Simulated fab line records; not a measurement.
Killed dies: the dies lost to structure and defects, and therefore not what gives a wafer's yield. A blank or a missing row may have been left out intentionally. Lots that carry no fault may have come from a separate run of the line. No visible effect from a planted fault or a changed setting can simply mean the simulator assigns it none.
Code-filled problem report in 8D (eight disciplines) form | flow sky130 | the parts of the form that need people (team, actions taken, sign-off) are left out

## 1. THE PROBLEM
Wafers free of any fault read 187.3 (standard deviation 1.5) for VT_ADJUST_LVTN_2_TW at SKY_VT_ADJUST_LVTN_TW_MEAS_21, against a mean of 172.2 on 9 wafers of 3 lots. That puts it -10 standard deviations away from the usual mean.
The first sign was on wafer L328.3 at day 12 21:52, on filmMetro-02. The record has a number at this step for 39 wafers belonging to 13 lots. By rule, "out" or "out of limits" means more than 4 standard deviations away from the usual mean. The rest of the wafers with a number are treated as sound.

## 2. WHAT IT IS AND WHAT IT IS NOT
question                    | is                         | is not
which readings at this step | VT_ADJUST_LVTN_2_TW        | -
which lots                  | L328, L329, L331           | L310, L311, L313, L314, L315, L317, L320, L321, L322, L324
which wafers of those lots  | all that have a number     | -
read on which gauges        | filmMetro-02, filmMetro-04 | filmMetro-01
when                        | from day 12 21:52          | up to then (30 sound wafers)

## 3. SUSPECTS, AND WHAT RULES EACH OUT
Counting: a tool stays on the suspect list if, at a process step up to the reading, it processed all lots that are out and no sound lot following the first of them.
- the gauge at SKY_VT_ADJUST_LVTN_TW_MEAS_21 has been ruled out. 2 gauges (filmMetro-02, filmMetro-04) read the wafers that are out.
- implanter-03 at SKY_VT_ADJUST_LVTN_IMPLANT_19: kept. It ran every lot that is out, first L328 (day 12 21:38), and no sound lot after that; its last sound lot up to then is L322 (day 11 05:59). Its own readings are out on those wafers: doseIonsCm2, faradayCurrentUA.
Remaining after the count: implanter-03 at SKY_VT_ADJUST_LVTN_IMPLANT_19.

## 4. THE CAUSE (what the simulator had put in)
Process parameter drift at SKY_VT_ADJUST_LVTN_IMPLANT_19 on implanter-03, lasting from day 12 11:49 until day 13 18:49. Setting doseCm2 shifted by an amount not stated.
The count eliminated every tool but this one.

## 5. SEQUENCE OF EFFECTS, ordered by route
Rows list readings where the struck wafers' mean (over those with a number) sits beyond 3 standard deviations from the usual. Only readings for which the record gives a usual standard deviation are gone through. hours: the time from each lot's start at the first step in this table that gives one to its start at this step, as a median over the lots. sigmas: the change in usual standard deviations.
hours | step                          | reading             | usual     | on struck wafers | change     | sigmas
0     | SKY_VT_ADJUST_LVTN_IMPLANT_19 | doseIonsCm2         | 6.501e+11 | 4.815e+11        | -1.686e+11 | -99 or more
0     | SKY_VT_ADJUST_LVTN_IMPLANT_19 | faradayCurrentUA    | 3.66      | 2.73             | -0.93      | -13
0     | SKY_VT_ADJUST_LVTN_TW_MEAS_21 | VT_ADJUST_LVTN_2_TW | 187.3     | 172.2            | -15.1      | -10
It contains these process steps:
- SKY_VT_ADJUST_LVTN_IMPLANT_19
Later measuring or inspecting steps at which every struck wafer that the step has a row for has a number for every such reading, and none has moved that far: SKY_POLY_GATE_CD_MEAS_13.

## 6. WHAT WOULD HAVE CAUGHT IT SOONER
Counted from the fault's start at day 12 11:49, it took 10 hours until the first out-of-limits reading at a measuring or inspecting step in this record, taken at day 12 21:52.
At SKY_VT_ADJUST_LVTN_IMPLANT_19, the tool's own readings (doseIonsCm2, faradayCurrentUA) were out on each struck wafer the step has a row for, so an alarm limit on them would have fired on the first such wafer.
Lots out: 3; of these, L329, L331 started SKY_VT_ADJUST_LVTN_IMPLANT_19 on implanter-03 after day 12 21:52. A hold on the tool at that time would have spared those 2.
